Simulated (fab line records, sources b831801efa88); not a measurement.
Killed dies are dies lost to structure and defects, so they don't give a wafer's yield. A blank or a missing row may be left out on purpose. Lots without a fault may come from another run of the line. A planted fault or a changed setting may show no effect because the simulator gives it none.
fab line records | flow sky130
record lots=6 wafers=18 last_day=50
route steps=708 shown VIA1@470 METAL2@483 PAD_OPEN@708
lots that met no fault: from a run of the same line without faults
start_h: hours from the record's first day to the start of the lot's first wafer shown | wait_h: hours since the lot's step before | " the same as in the row above | L1.1+2: a row that stands for several wafers | - no value, or no start given | * or withheld: withheld | < > ~ a bound
route shown NAME@n: a module of which the file shows steps, and the number in the route of the first | usual: mean/standard deviation of fault-free wafers | same: alike in all rows | chamber/n: place in a boat | sites: the reading at each site | _std_site: their standard deviation | _edge_site: outer sites' mean less inner sites' | radius_mm: how far each site lies from the wafer's centre | mask NAME#n: copy n | behind: the tool/chamber that last shaped the wafer | hold: why the lot was held/for how many hours/how that ended | device: the transistor (n, p or np) that didn't switch | end of line: the same wafers' tests at the end of the route | a step without rows: its recipe alone | killed: dies lost to structure and defects at the first sort, not the wafer's yield | map: a wafer's dies, x killed, . not, _ none there
set.NAME: the setting as run; set.NAME@STEP: as run at that earlier step | model.NAME: the simulator's own value behind a step, which no gauge read
lots at some steps of the route; a table a step, a row a wafer
services: from which hour (start_h, from the record's first day; less than 0 if before it) a tool's chamber was out of use, for how many hours, and why
## steps
# step SKY_VIA1_CD_MEAS_12
# recipe target_cd_nm=150
# usual cd_nm=149.3/1.6
# columns lot.wafer tool chamber start_h wait_h cd_nm
L315.1 cd_sem-01 - 802.54 - 150.6
L315.3 " - " " 149.2
L315.5 " - " " 151.0
L318.2 cd_sem-01 - 847.97 - 149.2
L318.5 " - " " 147.1
L318.6 " - " " 147.5
L325.1 cd_sem-02 - 885.14 - 150.1
L325.2 " - " " 150.4
L325.3 " - " " 149.4
L326.2 cd_sem-01 - 890.53 - 150.4
L326.3 " - " " 152.3
L326.5 " - " " 150.2
L332.1 cd_sem-02 - 935.51 - 151.4
L332.3 " - " " 150.4
L332.5 " - " " 152.6
L335.2 cd_sem-02 - 953.48 - 148.9
L335.5 " - " " 147.7
L335.6 " - " " 146.9
# step SKY_VIA1_OVL_MEAS_13
# usual VIA1_OVL=-5/5.4
# columns lot.wafer tool chamber start_h wait_h VIA1_OVL[nm]
L315.1 overlay-01 - 802.66 0.1 -6
L315.3 " - " " -10
L315.5 " - " " -5
L318.2 overlay-01 - 848.08 0.1 -4
L318.5 " - " " -11
L318.6 " - " " -6
L325.1 overlay-02 - 885.26 0.1 1
L325.2 " - " " 2
L325.3 " - " " 4
L326.2 overlay-01 - 890.64 0.1 -19
L326.3 " - " " -11
L326.5 " - " " -10
L332.1 overlay-02 - 935.63 0.1 -4
L332.3 " - " " -1
L332.5 " - " " -7
L335.2 overlay-02 - 953.59 0.1 -8
L335.5 " - " " -4
L335.6 " - " " 2
# step SKY_VIA1_ETCH_14
# recipe chemistry=N2/H2 target=BARC ion_energy_ev=200 source_w=500 bias_w=100 pressure_mtorr=30 n2_flow_sccm=100 h2_flow_sccm=200 stop_on=SiO2 time_s=45.9 target_depth_a=600
# step SKY_VIA1_ETCH_15
# recipe target=SiO2 chemistry=C4F8/O2/Ar target_depth_nm=351 stop_on=TiN mask_material=KrF-thick source_w=1500 bias_w=1200 pressure_mtorr=40 c4f8_flow_sccm=withheld O2_flow_sccm=6 Ar_flow_sccm=300 time_s=54
# step SKY_VIA1_STRIP_16
# recipe chemistry=O2/N2 power_w=1400 pressure_mtorr=1500 platen_temp_c=withheld o2_flow_sccm=3000 n2_flow_sccm=300 overash_fraction=0.5
# usual drypump_motor_current_A=5.8/0.54 oes_product_au=0.416/0.0045 strip_time_to_endpoint_s=4.461/0.026
# columns lot.wafer tool chamber start_h wait_h drypump_motor_current_A oes_product_au rf_hours_counter_h strip_time_to_endpoint_s
L315.1 plasma_asher-01 0 802.78 0.0 4.8 0.423 28 4.467
L315.3 " 0 " " 4.8 0.414 - 4.472
L315.5 " 1 " " 5.0 0.415 - 4.467
L318.2 plasma_asher-03 0 848.20 0.0 6.0 0.417 107 4.461
L318.5 " 0 " " 6.0 0.415 - 4.462
L318.6 " 1 " " 6.0 0.414 - 4.452
L325.1 plasma_asher-03 1 885.38 0.0 6.1 0.416 111 4.493
L325.2 " 0 " " 6.0 0.421 111 4.445
L325.3 " 1 " " 6.0 0.417 - 4.477
L326.2 plasma_asher-02 1 890.76 0.0 6.4 0.423 15 4.441
L326.3 " 1 " " 6.5 0.417 - 4.454
L326.5 " 1 " " 6.4 0.418 - 4.437
L332.1 plasma_asher-01 1 935.76 0.0 5.0 0.409 41 4.467
L332.3 " 0 " " 4.9 0.416 - 4.482
L332.5 " 1 " " 5.0 0.426 - 4.470
L335.2 plasma_asher-03 0 953.71 0.0 6.0 0.412 118 4.451
L335.5 " 1 " " 6.0 0.413 - 4.468
L335.6 " 0 " " 6.0 0.404 - 4.475
# step SKY_VIA1_STRIP_17
# recipe chemistry=post_etch_residue_remover time_s=1200 temp_c=72.5
# step SKY_VIA1_CLEAN_18
# recipe chemistry=IPA time_s=180 temp_c=25
# step SKY_VIA1_CLEAN_19
# recipe chemistry=O3/DIW dry=n2_spin
# step SKY_VIA1_SPUTTER_20
# recipe material=TiN target_thk_nm=20 chamber_pressure_pa=5 power_w=4000 time_s=80
# usual throttle_valve_pct=30.1/0.74
# columns lot.wafer tool chamber start_h wait_h throttle_valve_pct
L315.1 pvd_sputter-04 - 803.41 0.0 30.3
L315.3 " - " " 31.3
L315.5 " - " " 30.2
L318.2 pvd_sputter-03 - 849.00 0.0 30.3
L318.5 " - " " 30.1
L318.6 " - " " 31.4
L325.1 pvd_sputter-02 - 885.97 0.0 30.4
L325.2 " - " " 29.5
L325.3 " - " " 30.3
L326.2 pvd_sputter-04 - 891.35 0.0 30.5
L326.3 " - " " 29.7
L326.5 " - " " 31.3
L332.1 pvd_sputter-02 - 936.35 0.0 28.6
L332.3 " - " " 30.3
L332.5 " - " " 30.2
L335.2 pvd_sputter-02 - 954.31 0.0 28.5
L335.5 " - " " 30.3
L335.6 " - " " 30.4
# step SKY_VIA1_CVD_21
# recipe material=W target_thk_nm=270 time_s=80.902 temp_c=400 pressure_torr=40
# usual heater_power_w=830/34
# columns lot.wafer tool chamber start_h wait_h heater_power_w
L315.1 cvd_w-01 1 803.47 0.0 844
L315.3 " 1 " " 860
L315.5 " 1 " " 840
L318.2 cvd_w-01 0 849.06 0.0 894
L318.5 " 1 " " 820
L318.6 " 0 " " 881
L325.1 cvd_w-01 0 886.04 0.0 891
L325.2 " 1 " " 843
L325.3 " 0 " " 887
L326.2 cvd_w-01 1 891.41 0.0 812
L326.3 " 0 " " 864
L326.5 " 1 " " 838
L332.1 cvd_w-02 0 936.41 0.0 815
L332.3 " 0 " " 827
L332.5 " 1 " " 806
L335.2 cvd_w-01 0 954.37 0.0 857
L335.5 " 1 " " 810
L335.6 " 0 " " 867
# step SKY_VIA1_RS_MEAS_22
# recipe thk_meas_gauge=four-point-probe reads=W_of_VIA1_CVD_21+TiN_of_VIA1_SPUTTER_20
# usual VIA1_W_RS=0.422/0.0052
# columns lot.wafer tool chamber start_h wait_h VIA1_W_RS[ohm/sq]
L315.1 film_metro-04 - 803.66 0.2 0.424
L315.3 " - " " 0.428
L315.5 " - " " 0.424
L318.2 film_metro-01 - 849.17 0.1 0.423
L318.5 " - " " 0.426
L318.6 " - " " 0.417
L325.1 film_metro-01 - 886.13 0.1 0.425
L325.2 " - " " 0.433
L325.3 " - " " 0.426
L326.2 film_metro-02 - 891.52 0.1 0.431
L326.3 " - " " 0.418
L326.5 " - " " 0.427
L332.1 film_metro-01 - 936.51 0.1 0.427
L332.3 " - " " 0.432
L332.5 " - " " 0.424
L335.2 film_metro-04 - 954.48 0.1 0.417
L335.5 " - " " 0.424
L335.6 " - " " 0.413
# step SKY_VIA1_THK_MEAS_23
# recipe thk_meas_gauge=xrf reads=W_of_VIA1_CVD_21
# usual VIA1_W_THK=279/3.2
# columns lot.wafer tool chamber start_h wait_h VIA1_W_THK[nm]
L315.1 film_metro-04 - 803.78 0.1 278
L315.3 " - " " 277
L315.5 " - " " 275
L318.2 film_metro-01 - 849.28 0.1 278
L318.5 " - " " 276
L318.6 " - " " 282
L325.1 film_metro-01 - 886.25 0.1 278
L325.2 " - " " 272
L325.3 " - " " 277
L326.2 film_metro-02 - 891.63 0.1 274
L326.3 " - " " 282
L326.5 " - " " 276
L332.1 film_metro-01 - 936.63 0.1 275
L332.3 " - " " 272
L332.5 " - " " 280
L335.2 film_metro-04 - 954.59 0.1 280
L335.5 " - " " 276
L335.6 " - " " 285
# step SKY_VIA1_CMP_24
# recipe stop_on=SiO2 t_overpolish_s=15 down_force_psi=3.5 platen_rpm=60 target_thk_nm=0 pad_velocity_m_s=0.94248
# usual motor_current_A=10.8/1.2 overpolish_run_s=14.999/0.0093 slurry_filter_dp_kPa=13.49/0.13 time_to_endpoint_s=65.5/2.6
# columns lot.wafer tool chamber start_h wait_h motor_current_A overpolish_run_s slurry_filter_dp_kPa time_to_endpoint_s model.SiO2_of_VIA1_HDPCVD_00.thk_nm
L315.1 cmp-02 0 803.84 0.1 10.8 15.002 13.42 68.0 342.5
L315.3 " 3 " " 10.6 15.005 13.43 65.6 342.5
L315.5 " 0 " " 9.7 15.005 13.74 70.0 342
L318.2 cmp-02 0 849.33 0.0 10.4 15.001 13.46 66.3 340.7
L318.6 " 0 " " 10.4 15.009 13.61 69.6 341.9
L318.5 " 1 " " 10.9 15.007 13.49 66.4 342.3
L325.1 cmp-02 0 886.36 0.1 10.1 14.986 13.48 69.4 341.5
L325.3 " 1 " " 10.8 15.008 13.64 64.3 342.1
L325.2 " 2 " " 9.6 14.992 13.65 36.0 339.1
L326.2 cmp-02 3 891.68 0.0 10.1 14.996 13.46 61.6 341.9
L326.3 " 2 " " 9.2 15.006 13.30 36.2 338.9
L326.5 " 0 " " 10.4 14.991 13.47 67.0 341.4
L332.1 cmp-01 0 936.69 0.1 9.9 15.002 13.41 65.3 342.6
L332.3 " 2 " " 10.0 15.003 13.41 65.6 341.8
L332.5 " 1 " " 12.9 14.988 13.39 63.3 342.4
L335.2 cmp-01 3 954.64 0.0 11.8 14.992 13.15 63.9 340
L335.5 " 3 " " 12.1 15.018 13.39 61.5 341.4
L335.6 " 0 " " 9.8 14.992 13.39 66.4 341.9
# step SKY_METAL2_SPUTTER_00
# recipe material=Ti target_thk_nm=15 power_w=3000 time_s=10 chamber_pressure_pa=0.4
# step SKY_METAL2_SPUTTER_01
# recipe material=TiN target_thk_nm=20 power_w=6500 time_s=16.7 chamber_pressure_pa=0.4
# step SKY_METAL2_SPUTTER_02
# recipe material=AlCu target_thk_nm=250 power_w=10600 time_s=13.3 chamber_pressure_pa=0.4
# step SKY_METAL2_SPUTTER_03
# recipe material=Ti target_thk_nm=5 power_w=3000 time_s=3.3 chamber_pressure_pa=0.4
# usual throttle_valve_pct=30.2/0.92
# columns lot.wafer tool chamber start_h wait_h throttle_valve_pct
L315.1 pvd_sputter-01 - 804.21 0.0 29.0
L315.3 " - " " 31.4
L315.5 " - " " 30.2
L318.2 pvd_sputter-01 - 849.70 0.0 31.5
L318.5 " - " " 29.9
L318.6 " - " " 28.6
L325.1 pvd_sputter-01 - 886.68 0.0 28.5
L325.2 " - " " 30.4
L325.3 " - " " 29.1
L326.2 pvd_sputter-01 - 892.06 0.0 28.5
L326.3 " - " " 31.3
L326.5 " - " " 31.5
L332.1 pvd_sputter-03 - 937.06 0.0 29.8
L332.3 " - " " 30.3
L332.5 " - " " 30.4
L335.2 pvd_sputter-04 - 955.01 0.0 31.2
L335.5 " - " " 30.5
L335.6 " - " " 30.0
# step SKY_METAL2_SPUTTER_04
# recipe material=TiN target_thk_nm=70 power_w=6500 time_s=58.3 chamber_pressure_pa=0.4
# step SKY_METAL2_RS_MEAS_05
# recipe thk_meas_gauge=four-point-probe reads=TiN_of_METAL2_SPUTTER_04+Ti_of_METAL2_SPUTTER_03+AlCu_of_METAL2_SPUTTER_02+TiN_of_METAL2_SPUTTER_01+Ti_of_METAL2_SPUTTER_00
# usual METAL2_ALCU_RS=0.1266/0.0015
# columns lot.wafer tool chamber start_h wait_h METAL2_ALCU_RS[ohm/sq]
L315.1 film_metro-02 - 804.28 0.0 0.1258
L315.3 " - " " 0.1245
L315.5 " - " " 0.1264
L318.2 film_metro-03 - 849.79 0.0 0.1237
L318.5 " - " " 0.1251
L318.6 " - " " 0.1248
L325.1 film_metro-02 - 886.75 0.0 0.1253
L325.2 " - " " 0.1268
L325.3 " - " " 0.1252
L326.2 film_metro-03 - 892.14 0.0 0.1260
L326.3 " - " " 0.1256
L326.5 " - " " 0.1249
L332.1 film_metro-02 - 937.13 0.0 0.1280
L332.3 " - " " 0.1273
L332.5 " - " " 0.1270
L335.2 film_metro-03 - 955.10 0.0 0.1271
L335.5 " - " " 0.1282
L335.6 " - " " 0.1268
# step SKY_METAL2_THK_MEAS_06
# recipe thk_meas_gauge=xrf reads=AlCu_of_METAL2_SPUTTER_02
# usual METAL2_ALCU_THK=255.7/2.8
# columns lot.wafer tool chamber start_h wait_h METAL2_ALCU_THK[nm]
L315.1 film_metro-02 - 804.40 0.1 256.5
L315.3 " - " " 259.6
L315.5 " - " " 253.1
L318.2 film_metro-03 - 849.90 0.1 261.3
L318.5 " - " " 256.2
L318.6 " - " " 258.7
L325.1 film_metro-02 - 886.87 0.1 257.3
L325.2 " - " " 257.7
L325.3 " - " " 257.1
L326.2 film_metro-03 - 892.25 0.1 258.6
L326.3 " - " " 259.2
L326.5 " - " " 256.8
L332.1 film_metro-02 - 937.25 0.1 253.2
L332.3 " - " " 254.7
L332.5 " - " " 256.5
L335.2 film_metro-03 - 955.21 0.1 254.7
L335.5 " - " " 252.6
L335.6 " - " " 255.0
# step SKY_METAL2_DEHYDRATE_07
# recipe temp_c=200 time_s=60
# step SKY_METAL2_HMDS_08
# recipe prime_time_s=60 prime_temp_c=120
# step SKY_METAL2_COAT_09
# recipe resist=BARC temp_c=withheld time_s=withheld spin_rpm=3000 resist_thk_nm=60
# step SKY_METAL2_COAT_10
# recipe resist=KrF-thick spin_rpm=3000 resist_thk_nm=453.5
# step SKY_METAL2_SOFTBAKE_11
# recipe temp_c=100 time_s=90 resist=KrF-thick
# step SKY_METAL2_EXPOSE_12
# recipe mask_id=MM2 na=0.8 source_shape=annular sigma_inner=0.55 sigma_outer=0.85 target_cd_nm=140 dose_mj=28
# step SKY_METAL2_PEB_13
# recipe peb_temp_c=withheld peb_time_s=withheld resist=KrF-thick
# step SKY_METAL2_DEVELOP_14
# recipe develop_time_s=60 resist=KrF-thick dev_temp_c=21
# step SKY_METAL2_CD_MEAS_15
# recipe target_cd_nm=140
# usual cd_nm=140.0/1.4
# columns lot.wafer tool chamber start_h wait_h cd_nm
L315.1 cd_sem-01 - 831.01 - 140.2
L315.3 " - " " 141.6
L315.5 " - " " 140.9
L318.2 cd_sem-02 - 875.63 - 139.0
L318.5 " - " " 140.6
L318.6 " - " " 139.7
L325.1 cd_sem-01 - 912.06 - 140.5
L325.2 " - " " 140.9
L325.3 " - " " 140.9
L326.2 cd_sem-02 - 917.51 - 140.0
L326.3 " - " " 140.8
L326.5 " - " " 140.9
L332.1 cd_sem-02 - 960.54 - 141.9
L332.3 " - " " 140.7
L332.5 " - " " 141.3
L335.2 cd_sem-02 - 979.13 - 140.8
L335.5 " - " " 141.4
L335.6 " - " " 141.7
# step SKY_METAL2_OVL_MEAS_16
# usual METAL2_OVL=1/5.4
# columns lot.wafer tool chamber start_h wait_h METAL2_OVL[nm]
L315.1 overlay-01 - 831.13 0.1 0
L315.3 " - " " 2
L315.5 " - " " 6
L318.2 overlay-02 - 875.74 0.1 9
L318.5 " - " " 1
L318.6 " - " " -2
L325.1 overlay-01 - 912.18 0.1 -5
L325.2 " - " " 3
L325.3 " - " " 8
L326.2 overlay-02 - 917.61 0.1 1
L326.3 " - " " 1
L326.5 " - " " 6
L332.1 overlay-01 - 960.66 0.1 -5
L332.3 " - " " -2
L332.5 " - " " 3
L335.2 overlay-01 - 979.24 0.1 -12
L335.5 " - " " -8
L335.6 " - " " -6
# step SKY_METAL2_DESCUM_17
# recipe chemistry=O2 source_power_w=150 bias_power_w=0 pressure_mtorr=10 temp_c=40 time_s=8
# usual drypump_motor_current_A=5.45/0.21 oes_product_au=1.003/0.011 temp_c=40.01/0.11
# columns lot.wafer tool chamber start_h wait_h drypump_motor_current_A oes_product_au rf_hours_counter_h temp_c
L315.1 rie_metal-03 0 831.17 0.0 5.60 0.999 3 40.21
L315.3 " 0 " " 5.59 0.994 - 40.11
L315.5 " 1 " " 5.61 1.008 - 39.96
L318.2 rie_metal-03 0 875.77 0.0 5.59 0.987 5 39.93
L318.5 " 0 " " 5.61 0.993 - 39.90
L318.6 " 1 " " 5.61 1.011 - 40.09
L325.1 rie_metal-03 0 912.22 0.0 5.62 0.980 7 39.94
L325.2 " 1 " " 5.59 0.997 9 39.92
L325.3 " 0 " " 5.61 0.985 - 40.00
L326.2 rie_metal-03 0 917.64 0.0 5.61 0.997 7 39.86
L326.3 " 0 " " 5.61 0.999 - 40.04
L326.5 " 0 " " 5.64 0.982 - 39.92
L332.1 rie_metal-03 0 960.69 0.0 5.62 0.987 9 40.15
L332.3 " 1 " " 5.62 0.993 - 39.94
L332.5 " 1 " " 5.57 0.992 - 39.99
L335.2 rie_metal-02 0 979.27 0.0 5.66 1.002 20 39.95
L335.5 " 0 " " 5.65 1.008 - 39.96
L335.6 " 1 " " 5.45 1.009 - 40.18
# step SKY_METAL2_ETCH_18
# recipe chemistry=N2/H2 target=BARC ion_energy_ev=200 bias_w=100 pressure_mtorr=30 n2_flow_sccm=100 h2_flow_sccm=200 icp_w=500 stop_on=SiO2 time_s=45.9 target_depth_a=600
# step SKY_METAL2_METAL_ETCH_19
# recipe target_depth_a=3600 stop_on=SiO2 over_etch_frac=0.3 time_s=78 chemistry=Cl2/BCl3 resist_sidewall_deg=88 pressure_mtorr=10 icp_w=900 bias_w=48.5 Cl2_flow_sccm=60 bcl3_flow_sccm=30
# usual drypump_motor_current_A=5.45/0.21 oes_product_au=0.855/0.0054 throttle_valve_pct=22.264/0.009
# columns lot.wafer tool chamber start_h wait_h drypump_motor_current_A oes_product_au rf_hours_counter_h throttle_valve_pct model.SiO2_of_VIA1_HDPCVD_00.thk_nm
L315.1 rie_metal-03 0 831.26 0.0 5.62 0.852 3 22.267 331.6
L315.3 " 0 " " 5.61 0.865 - 22.261 331.6
L315.5 " 1 " " 5.60 0.855 - 22.250 330.9
L318.2 rie_metal-03 0 875.86 0.0 5.60 0.865 5 22.277 329.8
L318.5 " 0 " " 5.64 0.860 - 22.265 331.5
L318.6 " 1 " " 5.62 0.855 - 22.264 330.8
L325.1 rie_metal-03 0 912.31 0.0 5.65 0.858 7 22.252 330.8
L325.2 " 1 " " 5.63 0.858 9 22.262 328.1
L325.3 " 0 " " 5.61 0.860 - 22.266 331.5
L326.2 rie_metal-03 0 917.74 0.0 5.63 0.856 7 22.251 331.2
L326.3 " 0 " " 5.61 0.862 - 22.256 328.2
L326.5 " 0 " " 5.62 0.855 - 22.261 330.8
L332.1 rie_metal-03 0 960.79 0.0 5.63 0.852 9 22.258 331.9
L332.3 " 1 " " 5.59 0.853 - 22.253 331
L332.5 " 1 " " 5.61 0.861 - 22.255 331.6
L335.2 rie_metal-02 0 979.36 0.0 5.70 0.855 20 22.256 329
L335.5 " 0 " " 5.71 0.859 - 22.260 330.4
L335.6 " 1 " " 5.45 0.862 - 22.250 331
# step SKY_METAL2_STRIP_20
# recipe chemistry=O2/N2 power_w=1400 pressure_mtorr=1500 platen_temp_c=withheld o2_flow_sccm=3000 n2_flow_sccm=300 overash_fraction=0.5
# step SKY_PAD_OPEN_PROBE_99
# usual defect_limited_yield=82.6/2.1 killed_at_M0_to_M3=42/7.6 killed_at_M4_up=3.4/2 killed_at_contacts=24/5.9 killed_at_front_end=16/4.5 killed_at_other=0.4/0.58 killed_dies=86/10 killed_on_rim=17/4.2 killed_open=47/7.6 killed_short=39/6.7 sort_bin_3_pad_short=0.9/0.42 sort_bin_5_function=10.3/1.7 sort_bin_6_memory=6.2/1.2 sort_n_pass=406/10 sort_yield_pct=82.6/2.1
# same gross_dies=492 killed_at_back_side=0 sort_bin_4_leakage[%]=0 sort_bin_8_speed[%]=0
# columns lot.wafer tool chamber start_h wait_h defect_limited_yield[%] killed_at_M0_to_M3 killed_at_M4_up killed_at_contacts killed_at_front_end killed_at_other killed_dies killed_on_rim killed_open killed_short sort_bin_3_pad_short[%] sort_bin_5_function[%] sort_bin_6_memory[%] sort_n_pass sort_yield_pct[%]
L315.1 prober-02 - 1087.28 0.1 80.5 50 3 17 25 1 96 22 44 49 0.8 12.4 6.3 396 80.5
L315.3 prober-02 - 1087.38 0.2 82.1 33 2 36 17 0 88 17 54 33 1.0 9.3 7.5 404 82.1
L315.5 prober-02 - 1087.48 0.2 80.7 50 4 24 17 0 95 16 53 40 0.6 14.4 4.3 397 80.7
L318.2 prober-02 - 1119.67 0.1 84.1 34 4 20 19 1 78 16 48 30 0.4 10.0 5.5 414 84.1
L318.5 prober-02 - 1119.82 0.2 81.7 46 3 24 17 0 90 25 49 41 1.0 10.0 7.3 402 81.7
L318.6 prober-02 - 1119.87 0.2 83.9 36 4 27 12 0 79 13 41 38 1.4 8.7 5.9 413 83.9
L325.1 prober-02 - 1149.29 0.1 81.9 46 3 26 13 1 89 23 58 31 1.0 9.3 7.7 403 81.9
L325.2 prober-02 - 1149.34 0.1 83.5 34 2 25 20 0 81 13 49 32 0.6 10.6 5.3 411 83.5
L325.3 prober-02 - 1149.39 0.2 81.5 49 5 23 14 0 91 16 46 45 0.6 11.6 6.3 401 81.5
L326.2 prober-02 - 1151.03 0.1 82.1 47 4 24 13 0 88 18 38 50 0.6 10.6 6.7 404 82.1
L326.3 prober-02 - 1151.08 0.2 82.5 35 9 25 17 0 86 17 47 39 0.8 9.6 7.1 406 82.5
L326.5 prober-02 - 1151.18 0.2 81.7 37 6 29 18 0 90 16 54 36 2.0 10.0 6.3 402 81.7
L332.1 prober-02 - 1183.08 0.1 86.2 35 0 18 15 0 68 10 34 34 0.8 9.1 3.9 424 86.2
L332.3 prober-02 - 1183.18 0.2 84.6 37 0 14 25 0 76 15 40 36 0.4 8.7 6.3 416 84.6
L332.5 prober-02 - 1183.28 0.2 86.2 28 2 16 22 0 68 15 38 30 1.2 8.3 4.3 424 86.2
L335.2 prober-02 - 1195.68 0.1 87.4 26 4 14 17 1 62 11 31 31 1.0 7.1 4.5 430 87.4
L335.5 prober-02 - 1195.83 0.2 81.3 48 2 31 10 1 92 24 50 41 0.8 12.2 5.7 400 81.3
L335.6 prober-02 - 1195.88 0.2 83.5 30 6 32 13 0 81 15 42 39 1.4 8.5 6.5 411 83.5
# killed by level:class
L315.1 VIA1:geometric_particle:open=12 FIELD_ISO:geometric_particle:short=7 METAL2:geometric_particle:short=7 VIA2:geometric_particle:open=6 LOCAL_INTERCONNECT:geometric_particle:short=5 CONTACT:geometric_particle:open=5 METAL1:geometric_particle:short=5 VIA3:geometric_particle:short=5
L315.3 CONTACT:geometric_particle:open=19 VIA1:geometric_particle:open=9 LI_CONTACT:geometric_particle:open=7 FIELD_ISO:geometric_particle:short=5 VIA3:geometric_particle:short=5 FIELD_ISO:geometric_particle:open=4 LI_CONTACT:geometric_particle:short=4 LOCAL_INTERCONNECT:geometric_particle:short=3
L315.5 VIA1:geometric_particle:open=14 CONTACT:geometric_particle:open=7 CONTACT:geometric_particle:short=6 POLY_GATE:geometric_particle:short=6 LI_CONTACT:geometric_particle:open=6 VIA3:geometric_particle:open=6 METAL1:geometric_particle:short=5 VIA1:geometric_particle:short=5
L318.2 CONTACT:geometric_particle:open=9 VIA1:geometric_particle:open=9 POLY_GATE:geometric_particle:open=8 VIA3:geometric_particle:open=7 FIELD_ISO:geometric_particle:open=6 CONTACT:geometric_particle:short=6 METAL4:geometric_particle:short=4 METAL1:geometric_particle:short=4
L318.5 VIA1:geometric_particle:open=12 VIA2:geometric_particle:open=11 CONTACT:geometric_particle:open=7 CONTACT:geometric_particle:short=6 METAL2:geometric_particle:short=6 FIELD_ISO:geometric_particle:open=5 VIA2:geometric_particle:short=5 LI_CONTACT:geometric_particle:open=5
L318.6 CONTACT:geometric_particle:open=13 METAL2:geometric_particle:short=7 VIA1:geometric_particle:open=7 LI_CONTACT:geometric_particle:open=6 POLY_GATE:geometric_particle:short=5 VIA1:geometric_particle:short=5 CONTACT:geometric_particle:short=4 FIELD_ISO:geometric_particle:open=3
L325.1 VIA1:geometric_particle:open=14 CONTACT:geometric_particle:open=10 VIA2:geometric_particle:open=8 LI_CONTACT:geometric_particle:open=5 VIA1:geometric_particle:short=5 VIA3:geometric_particle:short=5 POLY_GATE:geometric_particle:open=4 CONTACT:geometric_particle:short=4
L325.2 LI_CONTACT:geometric_particle:open=10 CONTACT:geometric_particle:open=10 VIA1:geometric_particle:open=7 VIA3:geometric_particle:open=6 FIELD_ISO:geometric_particle:short=5 POLY_GATE:geometric_particle:short=5 VIA1:geometric_particle:short=5 VIA2:geometric_particle:open=4
L325.3 VIA1:geometric_particle:open=10 CONTACT:geometric_particle:open=10 METAL2:geometric_particle:short=10 VIA3:geometric_particle:open=7 VIA2:geometric_particle:open=7 FIELD_ISO:geometric_particle:short=4 CONTACT:geometric_particle:short=4 VIA1:geometric_particle:short=4
L326.2 VIA2:geometric_particle:open=9 VIA1:geometric_particle:open=9 VIA1:geometric_particle:short=8 METAL2:geometric_particle:short=8 LOCAL_INTERCONNECT:geometric_particle:short=7 LI_CONTACT:geometric_particle:open=6 FIELD_ISO:geometric_particle:short=5 METAL1:geometric_particle:short=5
L326.3 CONTACT:geometric_particle:open=12 VIA1:geometric_particle:open=9 VIA3:geometric_particle:open=7 POLY_GATE:geometric_particle:short=6 LI_CONTACT:geometric_particle:open=6 METAL4:geometric_particle:short=6 FIELD_ISO:geometric_particle:open=4 METAL2:geometric_particle:short=4
L326.5 CONTACT:geometric_particle:open=14 VIA1:geometric_particle:open=10 VIA2:geometric_particle:open=9 CONTACT:geometric_particle:short=7 VIA3:geometric_particle:open=6 POLY_GATE:geometric_particle:short=4 VIA1:geometric_particle:short=4 METAL4:geometric_particle:short=4
L332.1 VIA1:geometric_particle:open=10 POLY_GATE:geometric_particle:short=5 LOCAL_INTERCONNECT:geometric_particle:short=5 METAL1:geometric_particle:short=5 FIELD_ISO:geometric_particle:open=4 LI_CONTACT:geometric_particle:open=4 VIA3:geometric_particle:open=4 VIA1:geometric_particle:short=4
L332.3 VIA1:geometric_particle:open=8 POLY_GATE:geometric_particle:short=6 FIELD_ISO:geometric_particle:short=5 FIELD_ISO:geometric_particle:open=5 POLY_GATE:geometric_particle:open=5 METAL2:geometric_particle:open=5 VIA3:geometric_particle:short=4 CONTACT:geometric_particle:open=4
L332.5 VIA2:geometric_particle:open=7 POLY_GATE:geometric_particle:open=6 LI_CONTACT:geometric_particle:open=6 CONTACT:geometric_particle:open=5 SPACER:geometric_particle:short=4 VIA1:geometric_particle:open=4 VIA3:geometric_particle:short=4 FIELD_ISO:geometric_particle:open=3
L335.2 LI_CONTACT:geometric_particle:open=8 METAL1:geometric_particle:short=5 FIELD_ISO:geometric_particle:short=4 POLY_GATE:geometric_particle:short=4 POLY_GATE:geometric_particle:open=4 VIA3:geometric_particle:open=4 METAL4:geometric_particle:short=4 CONTACT:geometric_particle:open=3
L335.5 VIA3:geometric_particle:open=10 CONTACT:geometric_particle:open=9 LI_CONTACT:geometric_particle:open=8 METAL1:geometric_particle:short=8 VIA1:geometric_particle:open=7 CONTACT:geometric_particle:short=6 LOCAL_INTERCONNECT:geometric_particle:short=6 VIA2:geometric_particle:open=5
L335.6 CONTACT:geometric_particle:short=9 LI_CONTACT:geometric_particle:open=8 POLY_GATE:geometric_particle:open=7 CONTACT:geometric_particle:open=7 VIA3:geometric_particle:open=6 LOCAL_INTERCONNECT:geometric_particle:short=6 METAL1:geometric_particle:short=6 METAL4:geometric_particle:short=4
## services
# columns tool chamber start_h hours kind
plasma_asher-01 - 778.95 2.8 pm
rie_metal-02 - 779.99 0.4 repair
cmp-01 - 788.44 1.6 repair
cvd_w-01 0 789.10 16.0 repair
rie_metal-03 0 794.14 15.6 repair
cmp-02 - 799.31 1.3 repair
rie_metal-02 - 800.46 2.8 pm
pvd_sputter-01 - 840.20 2.1 repair
pvd_sputter-02 - 840.35 2.9 repair
rie_metal-03 1 841.16 13.1 repair
cvd_w-01 - 853.42 2.8 pm
cmp-02 - 861.07 6.9 pm
cmp-01 - 868.17 2.9 pm
cmp-01 - 885.32 2.2 repair
pvd_sputter-03 - 888.76 3.9 repair
cmp-02 - 893.98 1.6 repair
cmp-02 - 901.97 2.3 repair
cvd_w-01 - 904.00 14.0 pm
cmp-02 - 905.63 22.8 pm
plasma_asher-03 - 908.67 0.4 repair
cvd_w-01 1 924.39 6.7 repair
pvd_sputter-01 - 932.96 5.0 repair
pvd_sputter-01 - 941.20 2.6 repair
rie_metal-03 1 947.00 2.8 repair
## key
first_sign step=SKY_VIA1_CMP_24 reading=time_to_endpoint_s direction=down sigmas=11 usual=* struck=*
effect none on later readings
model_effect step=SKY_VIA1_CMP_24 value=SiO2_of_VIA1_HDPCVD_00.thk_nm without=341.5 struck=339
model_effect step=SKY_METAL2_METAL_ETCH_19 value=SiO2_of_VIA1_HDPCVD_00.thk_nm without=330.7 struck=328.2
met_at SKY_VIA1_CMP_24
struck_wafers L325.2,L326.3
fault kind=process_parameter_drift tool=cmp-02 chamber=2 onset_h=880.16 steps=SKY_VIA1_CMP_24 channel=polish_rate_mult offset=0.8 shape=step end_h=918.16
